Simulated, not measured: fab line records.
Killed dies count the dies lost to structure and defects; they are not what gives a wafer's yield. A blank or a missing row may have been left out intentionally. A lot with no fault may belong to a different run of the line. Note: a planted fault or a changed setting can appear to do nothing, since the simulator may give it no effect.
fab line records    flow gf180mcu
record: lots: 24  wafers: 72  last_day: 36
route steps=602 shown V1@337 M2@367 V2@408 M3@411
lots untouched by any fault: they come from a run of this same line in which no faults occurred
start_h: hours from the record's opening day to when the first of the lot's shown wafers began    wait_h: time in hours since the lot's previous step    " identical to the entry in the row above    L1.1+2: a row that stands for several wafers    - value missing, or start not given    * or withheld: withheld    < > ~ a bound
route shown NAME@n: names a module that has steps shown in the file, with the first one's number in the route    usual: mean/standard deviation taken from wafers without a fault    same: alike in all rows    chamber/n: place in a boat    sites: the reading at each site    _std_site: the standard deviation of these    _edge_site: the outer-site mean with the inner-site mean subtracted    radius_mm: how far each site lies from the wafer's centre    mask NAME#n: copy n    behind: the most recent tool/chamber to have shaped the wafer    hold: the reason the lot was held/the length of the hold in hours/how it ended    device: the n, p or np transistor that did not switch    end of line: the route-end tests of the same wafers    a step with no rows: only its recipe    killed: dies that structure and defects cost at the first sort, which is not the same as the wafer's yield    map: the dies of a wafer, with x for killed, . for not killed, _ for no die there
set.NAME: the run value of the setting; set.NAME@STEP: its run value at that earlier step    model.NAME: the simulator's own value behind a step, which no gauge read
route steps across a sampled set of lots; one table per step, one row per wafer
services: when a tool's chamber went out of use (start_h, in hours from the record's first day, below 0 if earlier), for how many hours, and the reason
== steps ==
step: GF_V1_CVD_02
recipe: material: SiO2  target_thk_nm: 850  precursor: TEOS  temp_c: 400  time_s: 94.851  rf_w: 600
usual: heater_power_w: 717/73
lot.wafer  tool      chamber  start_h  wait_h  heater_power_w
L074.1     pecvd-01  1        434.85   0.1     734
L074.3     "         0        "        "       787
L074.4     "         1        "        "       782
L075.1     pecvd-01  1        447.98   0.1     688
L075.2     "         2        "        "       672
L075.3     "         0        "        "       754
L076.1     pecvd-01  2        451.34   0.1     618
L076.2     "         0        "        "       741
L076.5     "         0        "        "       781
L077.2     pecvd-02  2        465.16   0.0     645
L077.4     "         2        "        "       686
L077.5     "         1        "        "       664
L078.2     pecvd-04  2        476.72   0.0     708
L078.3     "         1        "        "       828
L078.6     "         1        "        "       872
L079.2     pecvd-04  2        489.35   0.0     730
L079.4     "         0        "        "       737
L079.6     "         2        "        "       574
L080.1     pecvd-01  2        491.39   0.1     657
L080.2     "         0        "        "       776
L080.5     "         2        "        "       708
L081.2     pecvd-02  0        497.63   0.0     737
L081.3     "         2        "        "       692
L081.6     "         0        "        "       778
L082.1     pecvd-02  1        507.19   0.1     743
L082.2     "         2        "        "       714
L082.4     "         1        "        "       790
L083.2     pecvd-01  2        511.66   0.0     662
L083.5     "         0        "        "       781
L083.6     "         2        "        "       702
L084.1     pecvd-04  1        519.51   0.1     736
L084.4     "         0        "        "       684
L084.5     "         2        "        "       592
L085.3     pecvd-02  1        525.59   0.0     829
L085.4     "         0        "        "       646
L085.6     "         1        "        "       654
L086.2     pecvd-02  2        540.19   0.0     707
L086.3     "         0        "        "       720
L086.6     "         2        "        "       556
L087.2     pecvd-01  2        545.14   0.0     596
L087.3     "         0        "        "       736
L087.4     "         0        "        "       767
L088.1     pecvd-02  2        553.08   0.1     665
L088.2     "         1        "        "       803
L088.5     "         1        "        "       825
L089.1     pecvd-01  0        556.51   0.1     717
L089.2     "         2        "        "       637
L089.4     "         1        "        "       728
L090.2     pecvd-04  2        568.08   0.0     736
L090.5     "         2        "        "       728
L090.6     "         0        "        "       599
L091.1     pecvd-01  1        577.24   0.1     677
L091.2     "         0        "        "       738
L091.6     "         2        "        "       690
L092.4     pecvd-01  1        585.12   0.1     631
L092.5     "         0        "        "       616
L092.6     "         2        "        "       687
L093.2     pecvd-02  0        586.80   0.0     694
L093.3     "         1        "        "       750
L093.5     "         0        "        "       764
L094.2     pecvd-01  1        593.77   0.0     748
L094.4     "         1        "        "       792
L094.6     "         2        "        "       562
L095.2     pecvd-01  0        600.69   0.0     800
L095.5     "         2        "        "       696
L095.6     "         0        "        "       631
L096.4     pecvd-04  2        608.85   0.1     574
L096.5     "         0        "        "       702
L096.6     "         1        "        "       705
L097.3     pecvd-02  1        608.98   0.0     851
L097.4     "         1        "        "       874
L097.6     "         2        "        "       670
step: GF_V1_STRIP_18
recipe: chemistry: O2/N2  power_w: 1400  pressure_mtorr: 1500  platen_temp_c: 250  o2_flow_sccm: 3000  n2_flow_sccm: 300  overash_fraction: 0.5
usual: chamber_pressure_mTorr: 1499.9/1.4  drypump_motor_current_A: 5.46/0.24  heater_power_w: 349/44  n2_flow_sccm: 299.9/0.92  oes_product_au: 0.591/0.0049  platen_temp_c: 250.00/0.2
lot.wafer  tool             chamber  start_h  wait_h  chamber_pressure_mTorr  drypump_motor_current_A  heater_power_w  n2_flow_sccm  oes_product_au  platen_temp_c  rf_hours_counter_h
L074.1     plasma_asher-01  0        461.79   -       1497.5                  5.50                     397             300.6         0.591           249.96         67
L074.3     "                1        "        "       1501.1                  5.72                     462             300.9         0.599           250.36         -
L074.4     "                0        "        "       1500.3                  5.49                     385             299.8         0.597           250.12         -
L075.1     plasma_asher-03  0        474.39   -       1497.7                  5.40                     319             299.9         0.589           249.94         4
L075.2     "                1        "        "       1502.2                  5.38                     371             300.2         0.591           250.23         4
L075.3     "                0        "        "       1499.0                  5.40                     317             299.7         0.587           249.99         -
L076.1     plasma_asher-02  1        477.74   -       1502.0                  5.84                     371             300.7         0.600           249.95         81
L076.2     "                0        "        "       1498.6                  5.13                     293             299.9         0.588           249.84         81
L076.5     "                0        "        "       1499.2                  5.11                     302             301.2         0.591           249.96         -
L077.2     plasma_asher-03  1        491.17   -       1502.1                  5.41                     366             300.0         0.585           249.96         6
L077.4     "                1        "        "       1499.4                  5.44                     351             301.6         0.593           250.20         -
L077.5     "                1        "        "       1499.5                  5.37                     357             300.8         0.589           250.10         -
L078.2     plasma_asher-03  1        503.00   -       1498.6                  5.45                     356             298.5         0.590           250.14         7
L078.3     "                1        "        "       1500.2                  5.39                     360             299.8         0.595           249.56         -
L078.6     "                0        "        "       1497.5                  5.38                     314             298.9         0.589           249.94         -
L079.2     plasma_asher-03  1        515.49   -       1501.3                  5.42                     363             297.7         0.587           249.87         9
L079.4     "                1        "        "       1498.9                  5.42                     354             300.0         0.576           250.00         -
L079.6     "                1        "        "       1501.1                  5.40                     361             298.2         0.588           250.30         -
L080.1     plasma_asher-03  1        517.19   -       1501.3                  5.39                     352             298.6         0.595           250.26         10
L080.2     "                0        "        "       1497.6                  5.39                     320             300.1         0.590           250.31         10
L080.5     "                0        "        "       1501.1                  5.38                     312             300.2         0.597           250.09         -
L081.2     plasma_asher-01  1        523.19   -       1499.4                  5.69                     457             299.4         0.593           249.60         69
L081.3     "                0        "        "       1500.0                  5.47                     397             300.7         0.590           250.25         -
L081.6     "                1        "        "       1499.9                  5.70                     466             299.9         0.591           249.85         -
L082.1     plasma_asher-02  0        532.24   -       1499.6                  5.14                     296             298.9         0.596           249.94         87
L082.2     "                1        "        "       1499.1                  5.85                     358             299.8         0.593           249.46         87
L082.4     "                1        "        "       1498.6                  5.85                     365             299.8         0.595           249.49         -
L083.2     plasma_asher-01  1        537.24   -       1500.5                  5.73                     449             299.4         0.601           249.78         70
L083.5     "                1        "        "       1498.4                  5.71                     448             298.3         0.592           249.81         -
L083.6     "                0        "        "       1498.3                  5.49                     376             300.2         0.589           250.41         -
L084.1     plasma_asher-03  0        544.44   -       1498.1                  5.39                     316             300.0         0.585           250.02         13
L084.4     "                0        "        "       1499.6                  5.42                     306             299.7         0.586           250.22         -
L084.5     "                0        "        "       1500.8                  5.39                     311             299.6         0.589           249.78         -
L085.3     plasma_asher-02  0        550.63   -       1500.0                  5.13                     304             299.7         0.589           249.77         -
L085.4     "                1        "        "       1503.0                  5.81                     372             299.4         0.592           250.01         -
L085.6     "                1        "        "       1501.4                  5.82                     355             300.4         0.591           249.98         -
L086.2     plasma_asher-02  1        564.44   -       1502.2                  5.82                     368             300.0         0.586           250.20         91
L086.3     "                1        "        "       1498.5                  5.83                     369             301.6         0.588           250.06         -
L086.6     "                0        "        "       1502.4                  5.12                     292             300.9         0.588           249.72         -
L087.2     plasma_asher-03  1        570.28   -       1498.9                  5.40                     358             299.7         0.595           250.07         15
L087.3     "                0        "        "       1500.1                  5.39                     316             300.2         0.585           250.06         -
L087.4     "                1        "        "       1500.3                  5.41                     367             299.0         0.587           250.04         -
L088.1     plasma_asher-03  1        578.13   -       1501.8                  5.38                     346             300.0         0.588           249.99         16
L088.2     "                0        "        "       1499.3                  5.39                     317             300.2         0.593           249.80         16
L088.5     "                1        "        "       1500.2                  5.40                     357             298.5         0.589           249.86         -
L089.1     plasma_asher-02  1        580.89   -       1499.0                  5.85                     362             300.4         0.589           249.89         92
L089.2     "                0        "        "       1503.1                  5.12                     291             299.1         0.593           249.75         92
L089.4     "                0        "        "       1502.7                  5.13                     300             301.0         0.594           249.83         -
L090.2     plasma_asher-02  1        592.19   -       1498.8                  5.84                     360             300.6         0.588           250.02         94
L090.5     "                0        "        "       1498.9                  5.13                     299             300.2         0.600           250.23         -
L090.6     "                1        "        "       1499.0                  5.82                     366             301.6         0.592           250.03         -
L091.1     plasma_asher-03  1        601.43   -       1502.3                  5.39                     363             297.8         0.601           250.35         19
L091.2     "                0        "        "       1498.5                  5.39                     317             299.6         0.593           249.99         19
L091.6     "                0        "        "       1500.0                  5.36                     311             300.8         0.603           249.90         -
L092.4     plasma_asher-03  1        609.03   -       1500.8                  5.40                     363             300.9         0.590           249.80         -
L092.5     "                1        "        "       1499.4                  5.41                     360             300.2         0.592           249.55         -
L092.6     "                0        "        "       1498.3                  5.41                     319             300.9         0.600           250.11         -
L093.2     plasma_asher-01  0        610.54   -       1498.0                  5.51                     377             300.5         0.595           249.61         76
L093.3     "                0        "        "       1500.2                  5.50                     391             300.7         0.596           249.79         -
L093.5     "                1        "        "       1500.2                  5.72                     455             299.0         0.589           250.03         -
L094.2     plasma_asher-02  0        617.13   -       1501.9                  5.12                     297             299.4         0.585           250.35         96
L094.4     "                0        "        "       1499.0                  5.13                     296             299.1         0.593           250.32         -
L094.6     "                0        "        "       1496.7                  5.13                     300             299.4         0.590           250.11         -
L095.2     plasma_asher-02  0        623.79   -       1498.9                  5.12                     297             298.6         0.591           249.75         97
L095.5     "                1        "        "       1499.0                  5.82                     364             300.3         0.591           250.04         -
L095.6     "                0        "        "       1499.2                  5.11                     290             299.1         0.587           250.03         -
L096.4     plasma_asher-02  1        632.03   -       1500.6                  5.82                     366             300.5         0.583           249.99         -
L096.5     "                0        "        "       1501.1                  5.12                     296             300.6         0.593           249.82         -
L096.6     "                1        "        "       1500.5                  5.83                     369             300.2         0.596           249.87         -
L097.3     plasma_asher-02  1        632.62   -       1499.6                  5.85                     370             299.4         0.591           250.11         -
L097.4     "                0        "        "       1499.1                  5.13                     299             298.9         0.594           250.13         -
L097.6     "                1        "        "       1499.9                  5.83                     357             299.3         0.589           250.14         -
step: GF_M2_RS_MEAS_05
recipe: thk_meas_gauge: four-point-probe  reads: TiN_of_M2_SPUTTER_04+Ti_of_M2_SPUTTER_03+AlCu_of_M2_SPUTTER_02+TiN_of_M2_SPUTTER_01+Ti_of_M2_SPUTTER_00
usual: M2_ALCU_RS: 0.0697/0.00075
lot.wafer  tool           chamber  start_h  wait_h  M2_ALCU_RS[ohm/sq]
L074.1     film_metro-03  -        463.23   0.0     0.0695
L074.3     "              -        "        "       0.0678
L074.4     "              -        "        "       0.0692
L075.1     film_metro-01  -        475.86   0.0     0.0709
L075.2     "              -        "        "       0.0696
L075.3     "              -        "        "       0.0699
L076.1     film_metro-01  -        479.20   0.0     0.0692
L076.2     "              -        "        "       0.0695
L076.5     "              -        "        "       0.0698
L077.2     film_metro-04  -        492.65   0.0     0.0700
L077.4     "              -        "        "       0.0705
L077.5     "              -        "        "       0.0704
L078.2     film_metro-01  -        504.46   0.0     0.0677
L078.3     "              -        "        "       0.0693
L078.6     "              -        "        "       0.0683
L079.2     film_metro-04  -        516.95   0.0     0.0706
L079.4     "              -        "        "       0.0710
L079.6     "              -        "        "       0.0699
L080.1     film_metro-01  -        518.64   0.0     0.0692
L080.2     "              -        "        "       0.0689
L080.5     "              -        "        "       0.0690
L081.2     film_metro-03  -        524.65   0.0     0.0683
L081.3     "              -        "        "       0.0689
L081.6     "              -        "        "       0.0698
L082.1     film_metro-03  -        533.70   0.0     0.0707
L082.2     "              -        "        "       0.0696
L082.4     "              -        "        "       0.0696
L083.2     film_metro-03  -        538.70   0.0     0.0695
L083.5     "              -        "        "       0.0686
L083.6     "              -        "        "       0.0689
L084.1     film_metro-04  -        546.11   0.0     0.0701
L084.4     "              -        "        "       0.0695
L084.5     "              -        "        "       0.0712
L085.3     film_metro-04  -        552.08   0.1     0.0694
L085.4     "              -        "        "       0.0696
L085.6     "              -        "        "       0.0707
L086.2     film_metro-03  -        565.90   0.0     0.0707
L086.3     "              -        "        "       0.0694
L086.6     "              -        "        "       0.0696
L087.2     film_metro-03  -        571.76   0.0     0.0704
L087.3     "              -        "        "       0.0693
L087.4     "              -        "        "       0.0700
L088.1     film_metro-03  -        579.61   0.0     0.0698
L088.2     "              -        "        "       0.0700
L088.5     "              -        "        "       0.0696
L089.1     film_metro-03  -        582.33   0.0     0.0701
L089.2     "              -        "        "       0.0705
L089.4     "              -        "        "       0.0691
L090.2     film_metro-01  -        593.67   0.0     0.0706
L090.5     "              -        "        "       0.0708
L090.6     "              -        "        "       0.0698
L091.1     film_metro-03  -        602.91   0.0     0.0698
L091.2     "              -        "        "       0.0695
L091.6     "              -        "        "       0.0694
L092.4     film_metro-04  -        610.50   0.1     0.0687
L092.5     "              -        "        "       0.0693
L092.6     "              -        "        "       0.0696
L093.2     film_metro-04  -        612.01   0.0     0.0690
L093.3     "              -        "        "       0.0692
L093.5     "              -        "        "       0.0688
L094.2     film_metro-04  -        618.60   0.0     0.0718
L094.4     "              -        "        "       0.0704
L094.6     "              -        "        "       0.0700
L095.2     film_metro-03  -        625.26   0.0     0.0695
L095.5     "              -        "        "       0.0695
L095.6     "              -        "        "       0.0697
L096.4     film_metro-01  -        633.50   0.1     0.0700
L096.5     "              -        "        "       0.0697
L096.6     "              -        "        "       0.0707
L097.3     film_metro-01  -        634.07   0.1     0.0706
L097.4     "              -        "        "       0.0696
L097.6     "              -        "        "       0.0699
step: GF_V2_CMP_26
recipe: stop_on: SiO2  down_force_psi: 3.5  platen_rpm: 60  t_overpolish_s: 15  target_thk_nm: 0  pad_velocity_m_s: 0.94248
usual: motor_current_A: 10.6/0.71  overpolish_run_s: 15.000/0.0085  time_to_endpoint_s: 84/4.8
lot.wafer  tool    chamber  start_h  wait_h  motor_current_A  overpolish_run_s  time_to_endpoint_s
L074.3     cmp-02  2        515.71   0.0     9.8              14.975            78
L074.4     "       0        "        "       10.9             15.002            81
L074.1     "       1        "        "       9.5              14.998            89
L075.1     cmp-02  0        528.39   0.1     10.8             14.990            78
L075.3     "       1        "        "       9.4              14.998            84
L075.2     "       3        "        "       10.5             15.005            82
L076.1     cmp-01  1        532.44   0.1     10.2             15.010            81
L076.2     "       2        "        "       10.7             15.007            83
L076.5     "       2        "        "       11.3             15.000            85
L077.2     cmp-02  2        545.20   0.1     9.5              14.996            77
L077.4     "       3        "        "       10.4             15.008            83
L077.5     "       1        "        "       9.7              15.003            84
L078.2     cmp-02  1        556.27   0.0     9.6              15.000            87
L078.3     "       0        "        "       10.3             14.984            78
L078.6     "       1        "        "       10.2             14.997            88
L079.2     cmp-01  0        568.10   0.1     10.9             14.995            84
L079.4     "       1        "        "       10.0             14.996            82
L079.6     "       3        "        "       11.6             15.013            90
L080.1     cmp-02  3        569.63   0.3     10.9             15.007            88
L080.2     "       0        "        "       10.6             15.001            81
L080.5     "       3        "        "       10.5             15.013            87
L081.2     cmp-02  2        576.02   0.0     9.5              14.997            81
L081.3     "       1        "        "       9.6              14.995            92
L081.6     "       2        "        "       9.7              14.987            84
L082.2     cmp-01  1        584.01   0.0     10.2             14.997            86
L082.4     "       2        "        "       11.0             15.007            90
L082.1     "       0        "        "       11.4             14.986            85
L083.2     cmp-02  3        588.41   0.0     9.6              14.996            86
L083.5     "       3        "        "       10.6             15.011            85
L083.6     "       0        "        "       10.6             15.004            81
L084.1     cmp-01  1        596.18   0.1     10.5             14.980            80
L084.4     "       0        "        "       11.2             15.011            85
L084.5     "       2        "        "       11.5             15.012            85
L085.3     cmp-02  3        602.07   0.1     11.0             14.999            93
L085.4     "       0        "        "       10.6             15.000            88
L085.6     "       2        "        "       9.6              14.994            82
L086.3     cmp-01  0        614.14   0.0     11.1             15.003            82
L086.2     "       1        "        "       9.7              14.996            82
L086.6     "       0        "        "       10.8             14.988            83
L087.4     cmp-01  3        619.13   0.0     12.0             14.991            91
L087.3     "       0        "        "       10.8             15.003            82
L087.2     "       1        "        "       10.5             15.003            82
L088.1     cmp-01  2        628.26   0.1     11.0             15.014            88
L088.2     "       3        "        "       11.6             15.005            94
L088.5     "       0        "        "       10.9             14.992            84
L089.4     cmp-02  0        628.51   0.0     10.9             15.010            83
L089.2     "       1        "        "       10.2             15.004            89
L089.1     "       3        "        "       10.6             14.988            90
L090.2     cmp-02  3        640.09   0.1     10.4             15.000            86
L090.5     "       1        "        "       10.1             14.987            94
L090.6     "       2        "        "       9.3              15.000            83
L091.2     cmp-01  0        650.04   0.3     11.4             15.012            81
L091.1     "       2        "        "       10.8             14.987            89
L091.6     "       3        "        "       12.3             14.991            91
L092.4     cmp-02  0        657.06   0.1     11.3             15.009            82
L092.6     "       3        "        "       10.8             15.001            84
L092.5     "       0        "        "       11.0             14.980            79
L093.2     cmp-01  3        658.13   0.1     11.5             14.992            92
L093.3     "       0        "        "       11.6             15.012            85
L093.5     "       2        "        "       11.1             14.992            85
L094.2     cmp-01  0        664.68   0.0     10.6             15.002            83
L094.4     "       3        "        "       12.5             14.993            88
L094.6     "       0        "        "       10.8             14.997            83
L095.2     cmp-01  0        670.68   0.3     11.2             14.981            81
L095.6     "       0        "        "       10.7             15.010            80
L095.5     "       1        "        "       9.4              15.001            78
L096.4     cmp-02  3        678.12   0.0     9.9              15.002            89
L096.6     "       3        "        "       10.4             14.994            86
L096.5     "       0        "        "       11.0             14.997            79
L097.4     cmp-01  0        678.97   0.1     10.8             15.008            91
L097.3     "       1        "        "       10.1             15.012            89
L097.6     "       0        "        "       10.8             15.003            91
step: GF_M3_SPUTTER_02
recipe: material: AlCu  target_thk_nm: 450  power_w: 10600  time_s: 23.9  chamber_pressure_pa: 0.4
usual: chamber_pressure_pa: 0.4000/0.00093  throttle_valve_pct: 29.9/1.3
lot.wafer  tool            chamber  start_h  wait_h  chamber_pressure_pa  throttle_valve_pct
L074.1     pvd_sputter-04  -        516.14   0.0     0.4009               31.2
L074.3     "               -        "        "       0.3988               28.7
L074.4     "               -        "        "       0.4011               29.4
L075.1     pvd_sputter-02  -        528.82   0.0     0.4004               27.7
L075.2     "               -        "        "       0.4013               30.3
L075.3     "               -        "        "       0.4003               30.3
L076.1     pvd_sputter-02  -        532.87   0.0     0.4008               29.8
L076.2     "               -        "        "       0.4006               29.4
L076.5     "               -        "        "       0.4007               29.9
L077.2     pvd_sputter-01  -        545.53   0.0     0.3999               30.8
L077.4     "               -        "        "       0.3994               29.9
L077.5     "               -        "        "       0.4000               30.5
L078.2     pvd_sputter-04  -        556.70   0.0     0.3995               28.9
L078.3     "               -        "        "       0.4013               29.4
L078.6     "               -        "        "       0.3992               30.9
L079.2     pvd_sputter-02  -        568.43   0.0     0.3999               30.1
L079.4     "               -        "        "       0.4001               29.4
L079.6     "               -        "        "       0.3999               30.5
L080.1     pvd_sputter-01  -        570.06   0.0     0.4000               28.9
L080.2     "               -        "        "       0.4014               30.1
L080.5     "               -        "        "       0.3998               30.7
L081.2     pvd_sputter-01  -        576.45   0.0     0.3993               28.9
L081.3     "               -        "        "       0.4011               30.5
L081.6     "               -        "        "       0.4001               28.6
L082.1     pvd_sputter-02  -        584.44   0.0     0.4014               27.5
L082.2     "               -        "        "       0.4001               30.3
L082.4     "               -        "        "       0.4008               30.3
L083.2     pvd_sputter-04  -        588.84   0.0     0.3996               29.1
L083.5     "               -        "        "       0.3983               32.1
L083.6     "               -        "        "       0.4001               28.5
L084.1     pvd_sputter-04  -        596.61   0.0     0.3987               28.7
L084.4     "               -        "        "       0.4003               29.1
L084.5     "               -        "        "       0.4002               29.3
L085.3     pvd_sputter-04  -        602.45   0.0     0.4000               28.6
L085.4     "               -        "        "       0.4005               30.9
L085.6     "               -        "        "       0.4003               30.9
L086.2     pvd_sputter-02  -        614.57   0.0     0.4001               27.5
L086.3     "               -        "        "       0.4007               30.3
L086.6     "               -        "        "       0.3985               27.5
L087.2     pvd_sputter-02  -        619.56   0.0     0.4004               27.6
L087.3     "               -        "        "       0.4000               29.5
L087.4     "               -        "        "       0.3998               30.1
L088.1     pvd_sputter-04  -        628.59   0.0     0.3993               29.1
L088.2     "               -        "        "       0.4004               32.4
L088.5     "               -        "        "       0.4014               31.1
L089.1     pvd_sputter-02  -        628.94   0.0     0.3997               29.5
L089.2     "               -        "        "       0.4010               27.4
L089.4     "               -        "        "       0.3989               30.0
L090.2     pvd_sputter-04  -        640.42   0.0     0.3995               29.3
L090.5     "               -        "        "       0.4014               31.8
L090.6     "               -        "        "       0.4003               28.7
L092.4     pvd_sputter-04  -        657.44   0.0     0.4008               28.8
L092.5     "               -        "        "       0.3993               31.0
L092.6     "               -        "        "       0.3995               28.6
L093.2     pvd_sputter-04  -        658.46   0.0     0.4002               28.7
L093.3     "               -        "        "       0.3991               31.3
L093.5     "               -        "        "       0.3991               30.9
L094.2     pvd_sputter-01  -        665.13   0.0     0.3992               30.3
L094.4     "               -        "        "       0.3995               30.0
L094.6     "               -        "        "       0.3997               30.6
L095.2     pvd_sputter-04  -        671.11   0.0     0.4007               28.7
L095.5     "               -        "        "       0.4005               32.1
L095.6     "               -        "        "       0.4011               29.3
L096.4     pvd_sputter-01  -        678.57   0.0     0.4003               30.3
L096.5     "               -        "        "       0.4014               30.5
L096.6     "               -        "        "       0.3987               30.0
L097.3     pvd_sputter-04  -        679.35   0.0     0.3992               28.7
L097.4     "               -        "        "       0.4001               29.4
L097.6     "               -        "        "       0.4004               29.2
L091.1     pvd_sputter-02  -        684.95   0.0     0.3994               27.4
L091.2     "               -        "        "       0.3989               30.1
L091.6     "               -        "        "       0.4003               29.9
step: GF_M3_SPUTTER_04
recipe: material: TiN  target_thk_nm: 50  power_w: 6500  time_s: 41.7  chamber_pressure_pa: 0.4
usual: chamber_pressure_pa: 0.4000/0.00072  throttle_valve_pct: 29.9/1.3
lot.wafer  tool            chamber  start_h  wait_h  chamber_pressure_pa  throttle_valve_pct
L074.1     pvd_sputter-04  -        516.19   0.0     0.3999               31.1
L074.3     "               -        "        "       0.3997               28.7
L074.4     "               -        "        "       0.3994               29.3
L075.1     pvd_sputter-02  -        528.87   0.0     0.3994               27.3
L075.2     "               -        "        "       0.3991               30.3
L075.3     "               -        "        "       0.4002               30.2
L076.1     pvd_sputter-02  -        532.92   0.0     0.3998               30.4
L076.2     "               -        "        "       0.4002               29.6
L076.5     "               -        "        "       0.4003               30.3
L077.2     pvd_sputter-01  -        545.58   0.0     0.3996               30.6
L077.4     "               -        "        "       0.3998               30.2
L077.5     "               -        "        "       0.3997               30.5
L078.2     pvd_sputter-04  -        556.75   0.0     0.4005               28.9
L078.3     "               -        "        "       0.3997               29.1
L078.6     "               -        "        "       0.3994               31.0
L079.2     pvd_sputter-02  -        568.48   0.0     0.4002               30.4
L079.4     "               -        "        "       0.4006               29.5
L079.6     "               -        "        "       0.3992               30.4
L080.1     pvd_sputter-01  -        570.11   0.0     0.3998               28.9
L080.2     "               -        "        "       0.4019               30.3
L080.5     "               -        "        "       0.3998               30.7
L081.2     pvd_sputter-01  -        576.50   0.0     0.3997               28.6
L081.3     "               -        "        "       0.4010               30.7
L081.6     "               -        "        "       0.3994               28.9
L082.1     pvd_sputter-02  -        584.49   0.0     0.3995               27.6
L082.2     "               -        "        "       0.3998               29.9
L082.4     "               -        "        "       0.4007               30.4
L083.2     pvd_sputter-04  -        588.89   0.0     0.3989               29.4
L083.5     "               -        "        "       0.4000               32.4
L083.6     "               -        "        "       0.4000               28.6
L084.1     pvd_sputter-04  -        596.66   0.0     0.3996               28.7
L084.4     "               -        "        "       0.4003               29.3
L084.5     "               -        "        "       0.3999               29.5
L085.3     pvd_sputter-04  -        602.50   0.0     0.4000               28.7
L085.4     "               -        "        "       0.4000               31.1
L085.6     "               -        "        "       0.4007               31.1
L086.2     pvd_sputter-02  -        614.62   0.0     0.3998               27.4
L086.3     "               -        "        "       0.4005               30.4
L086.6     "               -        "        "       0.4001               27.8
L087.2     pvd_sputter-02  -        619.61   0.0     0.3988               27.7
L087.3     "               -        "        "       0.4006               29.2
L087.4     "               -        "        "       0.4001               30.0
L088.1     pvd_sputter-04  -        628.64   0.0     0.4001               29.0
L088.2     "               -        "        "       0.4005               32.2
L088.5     "               -        "        "       0.3998               31.1
L089.1     pvd_sputter-02  -        628.99   0.0     0.4012               29.7
L089.2     "               -        "        "       0.4001               27.2
L089.4     "               -        "        "       0.4005               30.2
L090.2     pvd_sputter-04  -        640.47   0.0     0.4007               29.2
L090.5     "               -        "        "       0.4022               32.1
L090.6     "               -        "        "       0.4000               28.6
L092.4     pvd_sputter-04  -        657.49   0.0     0.4006               28.7
L092.5     "               -        "        "       0.3994               31.1
L092.6     "               -        "        "       0.3993               28.5
L093.2     pvd_sputter-04  -        658.51   0.0     0.3998               28.5
L093.3     "               -        "        "       0.4007               31.1
L093.5     "               -        "        "       0.4004               31.1
L094.2     pvd_sputter-01  -        665.18   0.0     0.3999               30.7
L094.4     "               -        "        "       0.4010               30.0
L094.6     "               -        "        "       0.3990               30.4
L095.2     pvd_sputter-04  -        671.16   0.0     0.3991               28.7
L095.5     "               -        "        "       0.4005               31.9
L095.6     "               -        "        "       0.3989               29.4
L096.4     pvd_sputter-01  -        678.62   0.0     0.4006               30.3
L096.5     "               -        "        "       0.4001               30.8
L096.6     "               -        "        "       0.3992               30.2
L097.3     pvd_sputter-04  -        679.40   0.0     0.3994               28.9
L097.4     "               -        "        "       0.3998               29.5
L097.6     "               -        "        "       0.4005               29.4
L091.1     pvd_sputter-02  -        685.01   0.0     0.3993               27.7
L091.2     "               -        "        "       0.3990               30.0
L091.6     "               -        "        "       0.4006               30.2
== services ==
tool            chamber  start_h  hours  kind
cmp-02          -        411.17   4.6    pm
cmp-01          -        419.88   5.5    pm
pvd_sputter-02  -        428.06   11.3   repair
cmp-02          -        429.15   1.3    repair
pvd_sputter-02  -        438.24   3.4    repair
pvd_sputter-02  -        440.10   2.0    repair
cmp-01          -        469.21   1.3    repair
pvd_sputter-02  -        476.50   1.9    repair
cmp-01          -        495.85   0.4    repair
cmp-02          -        500.16   5.2    pm
cmp-01          -        505.47   6.8    pm
cmp-01          -        517.13   1.2    repair
pvd_sputter-04  -        567.00   1.2    repair
cmp-01          -        569.28   4.2    repair
cmp-01          -        573.50   4.0    pm
cmp-02          -        592.76   0.5    repair
pecvd-01        2        606.62   6.9    repair
pecvd-01        -        614.56   1.0    repair
pvd_sputter-04  -        615.24   5.2    repair
cmp-02          -        617.86   0.6    repair
cmp-02          -        637.96   0.3    repair
pvd_sputter-02  -        639.13   2.7    repair
pecvd-01        -        643.17   14.6   pm
cmp-02          -        669.88   2.3    repair
== key ==
fault none
